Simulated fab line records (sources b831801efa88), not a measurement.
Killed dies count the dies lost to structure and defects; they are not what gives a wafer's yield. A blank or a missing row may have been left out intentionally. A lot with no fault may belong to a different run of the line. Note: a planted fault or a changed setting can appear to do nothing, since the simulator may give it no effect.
The tool behind it: which one?	flow gf180mcu	6 lots, 18 wafers sampled, at 2 steps of a route of 602

## WHAT THE GAUGES READ, wafer by wafer
GF_MVSD_TW_MEAS_11.
lot	measured	on	MVSD_TW
L278	day 5 08:55	film metro-04	1538 1551 1543
L280	day 5 19:07	film metro-04	1539 1541 1544
L285	day 6 20:59	film metro-04	1789 1793 1783
L287	day 7 07:21	film metro-04	1799 1794 1795
L293	day 8 19:31	film metro-04	1555 1552 1549
L297	day 9 18:27	film metro-04	1538 1539 1546

## EACH LOT AND THE TOOL THAT RAN IT (in order: tool; ch and the chambers of the sampled wafers; start)
lot	GF_MVSD_IMPLANT_08
L278	implanter-03 ch 0, day 5 08:31
L280	implanter-03 ch 0, day 5 14:49
L285	implanter-03 ch 0, day 6 20:35
L287	implanter-03 ch 0, day 7 06:57
L293	implanter-02 ch 0, day 8 19:08
L297	implanter-01 ch 0, day 9 18:03
- GF_MVSD_IMPLANT_08

## THE ANSWER, worked out from the rows above alone
Rule: usual is defined by the lots themselves. Put in order of their means at a reading, lots are off if they are a third of the lots or fewer, leave a main group of 4 or more, and stand apart from it by a gap of 3 or more times the standard deviation of the main group's means; of several such gaps the widest counts. If all means in a main group match to the digits the tables above print for the reading, that group is not used. A lot without any number at a reading at which 4 lots or more have one is off too. All remaining lots with rows at the step are treated as sound.
Off: at GF_MVSD_TW_MEAS_11 (MVSD_TW), L285, L287. The main group: mean 1545, standard deviation 4.4.
If a tool, at a process step before that reading, ran all the lots that are off and no sound lot after the first of them, it fits. The gauges at GF_MVSD_TW_MEAS_11 are tried like those tools. One candidate fits, namely implanter-03 at GF_MVSD_IMPLANT_08. A fault onset in the window from L280 (day 5 14:49, its last sound lot) to L285 (day 6 20:35, its first lot off) fits.

## WHAT THE SIMULATOR HAD INSERTED
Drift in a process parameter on implanter-03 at GF_MVSD_IMPLANT_08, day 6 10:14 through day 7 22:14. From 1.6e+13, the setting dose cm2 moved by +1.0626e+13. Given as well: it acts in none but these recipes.
Struck lots among those shown: L285, L287. Same finding as the rule above.
